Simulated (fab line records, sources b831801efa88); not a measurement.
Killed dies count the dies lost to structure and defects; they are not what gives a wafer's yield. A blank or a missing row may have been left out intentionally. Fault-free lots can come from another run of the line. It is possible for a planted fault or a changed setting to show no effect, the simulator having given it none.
2 desks, one fault	flow gf180mcu	every desk sees just its own numbers, and what lay behind them comes last

METROLOGY DESK
Lot by lot, what the gauges showed, no matter which tool ran the lot: averages of those sampled wafers that carry a number. If a lot's mean is further than 4 standard deviations from the usual mean, the lot is out of limits and carries the mark OUT (the distance appears in the brackets).
Columns: A = MVSD_RS at GF_VT_IMPLANT_RS_MEAS_46, usual 456.7 ohm/sq; B = MVPSD_RS at GF_VT_IMPLANT_RS_MEAS_49, usual 1172.7 ohm/sq
lot	first seen here	A	B
L109	day 7 22:48	455.8	1172.4
L111	day 8 10:38	455.7	1174.2
L112	day 8 18:50	458.3	1175.3
L114	day 9 04:49	455.3	1173.3
L115	day 9 13:14	455.8	1171.8
L120	day 10 19:50	455.5	1176.0
L123	day 11 16:29	502.1 (+38) OUT	1166.7
L124	day 12 01:20	504.9 (+40) OUT	1173.9
L125	day 12 07:00	455.7	1167.6
L126	day 12 11:42	455.5	1170.4
L129	day 13 08:21	457.5	1174.5
L131	day 14 00:11	455.8	1171.3
Per this desk, out of limits: L123, L124; the first was L123, day 11 16:29 (MVSD_RS at GF_VT_IMPLANT_RS_MEAS_46). Within limits: L109, L111, L112, L114, L115, L120, L125, L126, L129, L131.

DESK OF THE TOOL OWNER: implanter-03
For each lot that ran on this tool, the mean over its sampled wafers that have a number, from the tool's own readings at GF_MVSD_IMPLANT_09. If a lot's mean is further than 4 standard deviations from the usual mean, the lot is out of limits and carries the mark OUT (the distance appears in the brackets).
Columns: A = dose ions cm2 at GF_MVSD_IMPLANT_09, usual 5.001e+12; B = faraday current uA at GF_MVSD_IMPLANT_09, usual 28.3
lot	first seen here	A	B
L109	day 4 18:35	5.007e+12	27.7
L111	day 5 05:04	5.000e+12	28.6
L123	day 8 02:00	2.427e+12 (-99 or more) OUT	13.9 (-23) OUT
L124	day 8 09:18	2.432e+12 (-99 or more) OUT	13.8 (-23) OUT
This desk finds L123, L124 out of limits, L123 being first, at day 8 02:00 (dose ions cm2 at GF_MVSD_IMPLANT_09). Within limits: L109, L111.

TAKEN TOGETHER
An alarm could have come from the tool owner's desk at day 8 02:00, on L123, L124.
The metrology desk could have raised an alarm at day 11 16:29, on L123, L124.
The lots listed all ran GF_MVSD_IMPLANT_09 on implanter-03.

WHAT WAS PUT IN BY THE SIMULATOR
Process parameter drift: implanter-03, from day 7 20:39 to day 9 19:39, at GF_MVSD_IMPLANT_09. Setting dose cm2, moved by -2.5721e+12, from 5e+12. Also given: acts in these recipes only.
Shown lots that were struck: L123, L124.
Delay (hours) between the fault's onset and each desk's first out-of-limits reading: 5 at the tool owner's desk, 92 at the metrology desk.
